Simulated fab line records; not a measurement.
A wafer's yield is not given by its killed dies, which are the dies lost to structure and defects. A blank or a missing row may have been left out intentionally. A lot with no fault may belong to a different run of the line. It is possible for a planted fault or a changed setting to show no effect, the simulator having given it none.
Comparing a struck lot with a sound one ; flow sky130 ; 32 out of 708 route steps
Sound: these wafers, L770.2, L770.3, L770.6. Struck: wafers L781.1, L781.5 (left out: L781.6, a lot-mate that was not struck); the cause follows at the end.
Per side, at each step with rows, come the tool, then ch with its chambers, and then its first start. Under that, the readings that differ: sound wafers ; struck wafers ; difference of the means ; sigmas: that difference in standard deviations of wafers without a fault.
alike: readings whose means differ by less than 2 such deviations, and words and numbers that are the same on both sides. not compared: withheld readings, readings that some wafer has no value for, bounds like >300 that may hide the same value, and numbers for which the record gives no deviation and whose values overlap.
Wherever a step has rows on one side only, a row that says differs or no value, or a row with sigmas, the two part there. Non-overlapping numbers with no deviation appear without sigmas and do not part them. A reading that every wafer of one side lacks parts them only if that side has two wafers or more.

first, 3 steps without rows for these wafers: SKY_VIA1_STRIP_17 (strips in post etch residue remover, time 1200 s); SKY_VIA1_CLEAN_18 (cleans in IPA, time 180 s); SKY_VIA1_CLEAN_19 (cleans in O3/DIW).
SKY_VIA1_SPUTTER_20: material TiN, target thk 20 nm, time 80 s.
  sound: pvd_sputter-03 at day 36 21:40; struck: pvd_sputter-03 at day 40 02:07
  alike: throttle_valve_pct
then, 1 step without rows for these wafers: SKY_VIA1_CVD_21 (deposits W, target thk 270 nm, time 80.902 s).
SKY_VIA1_RS_MEAS_22: measurement is done with a four-point probe.
  sound: film_metro-03 at day 36 21:52; struck: film_metro-02 at day 40 02:16
  alike: VIA1_W_RS
SKY_VIA1_THK_MEAS_23: measures by xrf.
  sound: film_metro-03 at day 36 21:58; struck: film_metro-02 at day 40 02:23
  alike: VIA1_W_THK
SKY_VIA1_CMP_24: polishes, stops on SiO2, t overpolish 15 s, target thk 0 nm.
  sound on cmp-01 ch 0,1,3, day 36 22:01; struck on cmp-02 ch 0,1, day 40 02:30
  alike: motor_current_A, overpolish_run_s, time_to_endpoint_s
then, 3 steps without rows for these wafers: SKY_METAL2_SPUTTER_00 (material Ti, target thk 15 nm, time 10 s); SKY_METAL2_SPUTTER_01 (material TiN, target thk 20 nm, time 16.7 s); SKY_METAL2_SPUTTER_02 (material AlCu, target thk 250 nm, time 13.3 s).
SKY_METAL2_SPUTTER_03: material Ti, target thk 5 nm, time 3.3 s.
  sound: pvd_sputter-01 at day 36 22:23; struck: pvd_sputter-01 at day 40 02:49
  alike: throttle_valve_pct
SKY_METAL2_SPUTTER_04: material TiN, target thk 70 nm, time 58.3 s.
  sound: pvd_sputter-01 at day 36 22:25; struck: pvd_sputter-01 at day 40 02:50
reading;sound;struck;difference;sigmas
model.TiN_of_METAL2_SPUTTER_04.thk_nm (nm);70.2 70.46 69.94;26.92 26.97;-43.26;
  alike: throttle_valve_pct
SKY_METAL2_RS_MEAS_05: measurement is done with a four-point probe.
  sound: film_metro-04 at day 36 22:29; struck: film_metro-02 at day 40 02:53
  alike: METAL2_ALCU_RS
SKY_METAL2_THK_MEAS_06: measures by xrf.
  sound: film_metro-04 at day 36 22:35; struck: film_metro-02 at day 40 03:01
reading;sound;struck;difference;sigmas
METAL2_ALCU_THK (nm);250.9 248.6 250.1;269.1 269.3;+19.3;+7
then, 8 steps without rows for these wafers: SKY_METAL2_DEHYDRATE_07 (time 60 s); SKY_METAL2_HMDS_08 (prime time 60 s); SKY_METAL2_COAT_09 (resist thk 60 nm); SKY_METAL2_COAT_10 (resist thk 450 nm); SKY_METAL2_SOFTBAKE_11 (time 90 s); SKY_METAL2_EXPOSE_12 (exposes mask MM2, target cd 140 nm); SKY_METAL2_PEB_13; SKY_METAL2_DEVELOP_14 (develop time 60 s).
SKY_METAL2_CD_MEAS_15 targets a cd of 140 nm.
  sound: cd_sem-02 at day 38 01:13; struck: cd_sem-02 at day 41 02:15
  alike: cd_nm
SKY_METAL2_OVL_MEAS_16:
  sound: overlay-01 at day 38 01:19; struck: overlay-02 at day 41 02:22
  alike: METAL2_OVL
SKY_METAL2_DESCUM_17: chemistry O2, time 8 s.
  sound on rie_metal-01 ch 0,1, day 38 01:21; struck on rie_metal-02 ch 1, day 41 02:24
  alike: drypump_motor_current_A, oes_product_au
  not compared: rf_hours_counter_h
SKY_METAL2_ETCH_18: etches BARC in N2/H2, stops on SiO2, time 45.9 s, target depth 60 nm.
  sound on rie_metal-01 ch 0,1, day 38 01:23; struck on rie_metal-02 ch 1, day 41 02:28
  alike: drypump_motor_current_A, oes_product_au, throttle_valve_pct
  not compared: rf_hours_counter_h
SKY_METAL2_METAL_ETCH_19: etches the open film in Cl2/BCl3, stops on SiO2, target depth 360 nm, time 78 s.
  sound on rie_metal-01 ch 0,1, day 38 01:27; struck on rie_metal-02 ch 1, day 41 02:35
reading;sound;struck;difference;sigmas
oes_product_au (a.u.);0.855 0.863 0.853;0.826 0.818;-0.035;-6
  alike: drypump_motor_current_A, throttle_valve_pct
  not compared: rf_hours_counter_h
then, 1 step without rows for these wafers: SKY_METAL2_STRIP_20 (strips in O2/N2).
SKY_METAL2_STRIP_21: strips in post etch residue remover, time 1200 s.
  sound on wet_bench-04 ch 1, day 38 01:38; struck on wet_bench-03 ch 1, day 41 02:52
reading;sound;struck;difference;sigmas
model.TiN_of_METAL2_SPUTTER_04.thk_nm (nm);69.78 70.05 69.52;26.49 26.55;-43.26;
then, 1 step without rows for these wafers: SKY_METAL2_CLEAN_22 (cleans in IPA, time 180 s).
-- the record jumps here: 9 days lie between the struck wafers' starts before and after (it left off in module METAL2 and takes up again in module PAD_OPEN, whose first step shown is number 708 of the route) --
SKY_PAD_OPEN_PROBE_99:
  sound: prober-01 at day 48 01:32; struck: prober-02 at day 50 09:55
reading;sound;struck;difference;sigmas
model.etest.via2_chain.rc_ohm;10.11 9.943 9.881;8.736 9.052;-1.084;
  alike: defect_limited_yield, killed_at_M0_to_M3, killed_at_M4_up, killed_at_contacts, killed_at_front_end, killed_at_other, killed_dies, killed_open, killed_short, sort_bin_3_pad_short, sort_bin_5_function, sort_bin_6_memory, sort_n_pass, sort_yield_pct

== WHERE THEY PART ==
At SKY_METAL2_THK_MEAS_06 first; at SKY_METAL2_METAL_ETCH_19 last (within this record only). Later steps at which nothing parts them and some readings are alike: SKY_PAD_OPEN_PROBE_99.

WHY: the cause the simulator had injected
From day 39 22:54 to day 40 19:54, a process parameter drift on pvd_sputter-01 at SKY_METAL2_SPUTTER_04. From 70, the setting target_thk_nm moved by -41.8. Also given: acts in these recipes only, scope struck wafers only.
